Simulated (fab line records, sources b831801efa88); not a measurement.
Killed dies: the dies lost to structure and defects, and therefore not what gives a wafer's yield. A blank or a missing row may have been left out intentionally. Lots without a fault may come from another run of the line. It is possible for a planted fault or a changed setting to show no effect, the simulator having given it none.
Problem report, 8D (eight disciplines) form, completed by code / flow sky130 / the parts of the form that need people (team, actions taken, sign-off) are left out

== 1. WHAT WENT WRONG ==
beam energy keV at SKY_LDD_N_IMPLANT_09 reads a mean of 16.969 on 6 wafers of 2 lots; wafers without a fault read 19.999 with a standard deviation of 0.0071. So: -99 or more standard deviations from the usual mean.
Seen first at day 22 20:47 on implanter-03, wafer L159.2. Wafers with a number at this step in the record: 18, from 6 lots. The rule behind "out" and "out of limits": a value lying over 4 standard deviations away from the usual mean. All remaining wafers that have a number are taken as sound.

== 2. WHAT THIS IS AND IS NOT ==
question=which readings at this step | is=beam energy keV, beam on s, faraday current uA | is not=-
question=which lots | is=L159, L161 | is not=L147, L155, L162, L167
question=which wafers of those lots | is=all that have a number | is not=-
question=read on which tools | is=implanter-03 | is not=implanter-02, implanter-04
question=when | is=from day 22 20:47 | is not=up to then (6 sound wafers); but 6 sound wafers of L162, L167 came after

== 3. SUSPECTS, AND WHAT RULES EACH OUT ==
Counting: a tool at any process step up to the reading remains a suspect when it ran all the lots that are out and ran no sound lot after the first of those.
- implanter-03 at SKY_LDD_N_IMPLANT_09: kept. It ran every lot that is out, first L159 (day 22 20:47), and no sound lot after that; its last sound lot up to then is L155 (day 22 00:43). Its own beam energy keV, beam on s, faraday current uA readings are out on those wafers.
Remaining after the count: implanter-03 at SKY_LDD_N_IMPLANT_09.

== 4. THE CAUSE (what the simulator had put in) ==
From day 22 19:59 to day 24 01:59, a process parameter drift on implanter-03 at SKY_LDD_N_IMPLANT_09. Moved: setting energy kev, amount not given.
The count eliminated every tool but this one.

== 5. SEQUENCE OF EFFECTS, ordered by route ==
One row per reading whose mean, taken over the struck wafers that have a number, lies over 3 standard deviations from the usual. Only readings whose record carries a usual standard deviation are examined. hours: median over the lots of the time between each lot's start at the first step of this table that gives one and its start at this step. sigmas: the change, counted in usual standard deviations.
hours=0; step=SKY_LDD_N_IMPLANT_09; reading=beam energy keV; usual=19.999; on struck wafers=16.969; change=-3.030; sigmas=-99 or more
hours=0; step=SKY_LDD_N_IMPLANT_09; reading=beam on s; usual=10.00 s; on struck wafers=11.76; change=+1.76; sigmas=+8.8
hours=0; step=SKY_LDD_N_IMPLANT_09; reading=faraday current uA; usual=423; on struck wafers=359; change=-64; sigmas=-7.7
Process steps it contains:
- SKY_LDD_N_IMPLANT_09

== 6. WHAT WOULD HAVE CAUGHT IT SOONER ==
In this record the first reading out of limits was taken at day 22 20:47, 1 hour after the fault began at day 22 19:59.
